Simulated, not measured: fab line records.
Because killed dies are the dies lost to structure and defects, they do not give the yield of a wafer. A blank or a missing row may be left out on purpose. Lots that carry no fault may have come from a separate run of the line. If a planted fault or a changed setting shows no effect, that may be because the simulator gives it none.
A struck lot beside a sound one | flow sfqLine | 18 out of 325 route steps
Sound: wafers L900.2, L900.4, L900.5. Struck: wafer L914.1 (left out: L914.3, L914.5 of the same lot, which were not struck); the cause appears at the end.
Order at every step that has rows: each side's tool, ch and its chambers, its first start. Under that, the readings that differ: sound wafers | struck wafers | difference of the means | sigmas: that difference in standard deviations of wafers without a fault.
alike: readings whose means differ by less than 2 such deviations, and words and numbers that are the same on both sides. not compared: withheld readings, readings that some wafer has no value for, bounds like >300 that may hide the same value, and numbers for which the record gives no deviation and whose values overlap.
A row with sigmas, a row that says differs or no value, or rows on one side alone: a step with any of these is where the two part. Non-overlapping numbers with no deviation appear without sigmas and do not part them. Lack of a reading on every wafer of one side parts them only where that side has two or more wafers.

first, 3 steps without rows for these wafers: SFQ_TRILAYER_I5_LITHO_EXPOSE_145 (exposes mask I5, target cd 700 nm); SFQ_TRILAYER_I5_LITHO_PEB_147 (peb time 60 s); SFQ_TRILAYER_I5_LITHO_DEVELOP_146 (time 60 s).
SFQ_I5_OVL_MEAS_936:
  sound on overlay-01 at day 54 17:12; struck on overlay-01 at day 58 11:25
  alike: I5_OVL
SFQ_TRILAYER_I5_BARC_OPEN_VIA_ETCH_200: etches BARC in O2, target depth 125 nm, time 41.7 s.
  sound on rieDiel-03 ch 1,2, day 54 17:14; struck on rieDiel-02 ch 1, day 58 11:28
  alike: drypumpMotorCurrentA, oesProductAu
  not compared: rfHoursCounterH
SFQ_TRILAYER_I5_ETCH_VIA_ETCH_147: etches the open film in CHF3, stops on Nb, target depth 360 nm.
  sound on rieDiel-03 ch 1,2, day 54 17:16; struck on rieDiel-02 ch 1, day 58 11:30
  alike: drypumpMotorCurrentA, oesProductAu
SFQ_TRILAYER_I5_STRIP_STRIP_148: strips in O2.
  sound on rieMetal-04 ch 0,1, day 54 17:25; struck on rieMetal-02 ch 0, day 58 11:39
  alike: drypumpMotorCurrentA, oesProductAu
  not compared: rfHoursCounterH
then, 5 steps without rows for these wafers: SFQ_TRILAYER_I5_STRIP_SOLV_CLEAN_149 (cleans in NMP, time 600 s); SFQ_TRILAYER_C5_LITHO_COAT_156 (resist thk 62 nm); SFQ_TRILAYER_C5_LITHO_COAT_151 (resist thk 650 nm); SFQ_TRILAYER_C5_LITHO_SOFTBAKE_155; SFQ_TRILAYER_C5_LITHO_EXPOSE_152 (exposes mask C5, target cd 500 nm).
-- the record jumps here: 3 days lie between the struck wafers' starts before and after --
SFQ_TRILAYER_C5_LITHO_PEB_154: peb time 60 s.
  sound on lithoTrack-03 ch 0, day 57 06:03; struck on lithoTrack-04 ch 0, day 61 15:13
then, 1 step without rows for these wafers: SFQ_TRILAYER_C5_LITHO_DEVELOP_153 (time 60 s).
SFQ_C5_OVL_MEAS_937:
  sound on overlay-01 at day 57 06:20; struck on overlay-02 at day 61 15:31
  alike: C5_OVL
SFQ_TRILAYER_C5_BARC_OPEN_VIA_ETCH_210: etches BARC in O2, target depth 125 nm, time 41.7 s.
  sound on rieDiel-02 ch 0,3, day 57 06:22; struck on rieDiel-02 ch 3, day 61 15:33
reading            | sound             | struck | difference | sigmas
model.C5.cdNm (nm) | 500.7 501.3 500.1 | 507.9  | +7.2       | 
  alike: drypumpMotorCurrentA, oesProductAu
  not compared: rfHoursCounterH
SFQ_TRILAYER_C5_ETCH_VIA_ETCH_154: etches SiO2 in CHF3, stops on Nb, target depth 84 nm.
  sound on rieDiel-02 ch 0,3, day 57 06:25; struck on rieDiel-02 ch 3, day 61 15:35
reading             | sound             | struck | difference | sigmas
oesProductAu (a.u.) | 0.903 0.904 0.916 | 0.880  | -0.028     | -3
model.C5.cdNm (nm)  | 499.2 500.2 500.2 | 507.7  | +7.8       | 
  alike: drypumpMotorCurrentA
SFQ_TRILAYER_C5_STRIP_STRIP_155: strips in O2.
  sound on rieMetal-03 ch 0,1, day 57 06:27; struck on rieMetal-03 ch 0, day 61 15:38
  alike: drypumpMotorCurrentA, oesProductAu
  not compared: rfHoursCounterH

== WHERE THEY PART ==
Only at SFQ_TRILAYER_C5_ETCH_VIA_ETCH_154, as far as this record shows. Later steps at which nothing parts them and some readings are alike: SFQ_TRILAYER_C5_STRIP_STRIP_155.

WHY: the cause the simulator had injected
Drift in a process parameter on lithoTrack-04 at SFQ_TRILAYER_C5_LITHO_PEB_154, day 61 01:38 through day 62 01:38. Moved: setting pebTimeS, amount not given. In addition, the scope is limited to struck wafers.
